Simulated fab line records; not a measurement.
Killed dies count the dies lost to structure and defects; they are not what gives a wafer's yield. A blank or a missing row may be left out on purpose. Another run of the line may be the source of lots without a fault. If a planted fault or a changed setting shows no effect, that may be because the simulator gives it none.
Problem report, 8D (eight disciplines) form, completed by code / flow sfq line / the parts of the form that need people (team, actions taken, sign-off) are left out

== 1. WHAT WENT WRONG ==
spin speed rpm at SFQ_TRILAYER_M7_LITHO_COAT_182 reads a mean of 2927.9 rpm on 6 wafers of 2 lots; wafers without a fault read 2999.9 rpm with a standard deviation of 1.8. That is -40 standard deviations from the usual mean.
The step: resist thk 62 nm.
The first sign was on wafer L966.4 at day 65 08:08, on litho track-04. The record has a number at this step for 18 wafers belonging to 6 lots. Rule for "out" (also "out of limits"): further than 4 standard deviations from the usual mean. Any other wafer with a number is counted as sound.

== 2. WHAT IT IS; WHAT IT IS NOT ==
question=which readings at this step | is=spin speed rpm | is not=-
question=which lots | is=L966, L971 | is not=L964, L972, L981, L983
question=which wafers of those lots | is=all that have a number | is not=-
question=read on which tools | is=litho track-04 | is not=litho track-02
question=when | is=from day 65 08:08 | is not=up to then (3 sound wafers); but 9 sound wafers of L972, L981, L983 came after

== 3. THE SUSPECTS, EACH WITH WHAT RULES IT OUT ==
Counting: any tool at a process step up to the reading is kept as a suspect provided that every lot that is out went through it and no sound lot did after the first of them.
- rie diel-02 at SFQ_TRILAYER_I6_VIA_BARC_OPEN_VIA_ETCH_235 (etches BARC in O2, target depth 125 nm, time 41.7 s): ruled out as a lasting fault. Sound lots L983 ran on it after its first lot that is out, L966 (day 65 06:46).
- rie diel-02 at SFQ_TRILAYER_I6_VIA_ETCH_VIA_ETCH_172 (etches SiO2 in CHF3, stops on Nb, target depth 260 nm): ruled out as a lasting fault. Sound lots L983 ran on it after its first lot that is out, L966 (day 65 06:48).
- litho track-04 at SFQ_TRILAYER_M7_LITHO_COAT_182 (resist thk 62 nm): ruled out as a lasting fault. Sound lots L981, L983 ran on it after its first lot that is out, L966 (day 65 08:08).
Left after counting: nothing in the record.

== 4. THE CAUSE (what the simulator had put in) ==
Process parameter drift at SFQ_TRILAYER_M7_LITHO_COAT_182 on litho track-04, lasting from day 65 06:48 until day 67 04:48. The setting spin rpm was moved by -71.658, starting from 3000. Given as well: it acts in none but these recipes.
Counting ruled it out, wrongly.

== 5. THE EFFECT CHAIN, in route order ==
Each row: a reading where the mean over the struck wafers with a number is more than 3 standard deviations away from the usual. Readings are gone through only where the record gives a usual standard deviation; hours: the median, over the lots, of the time from a lot's start at the first step in this table giving one to that lot's start at this step; sigmas: the change measured in usual standard deviations.
hours=0; step=SFQ_TRILAYER_M7_LITHO_COAT_182; reading=spin speed rpm; usual=2999.9 rpm; on struck wafers=2927.9; change=-72.0; sigmas=-40
Its process steps:
- SFQ_TRILAYER_M7_LITHO_COAT_182: resist thk 62 nm.
At these later measuring or inspecting steps, every struck wafer for which the step has a row has a number for every such reading, and none has moved that far: SFQ_M7_OVL_MEAS_945.

== 6. HOW IT WOULD HAVE BEEN CAUGHT EARLIER ==
In this record the first reading out of limits was taken at day 65 08:08, 1 hour after the fault began at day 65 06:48.
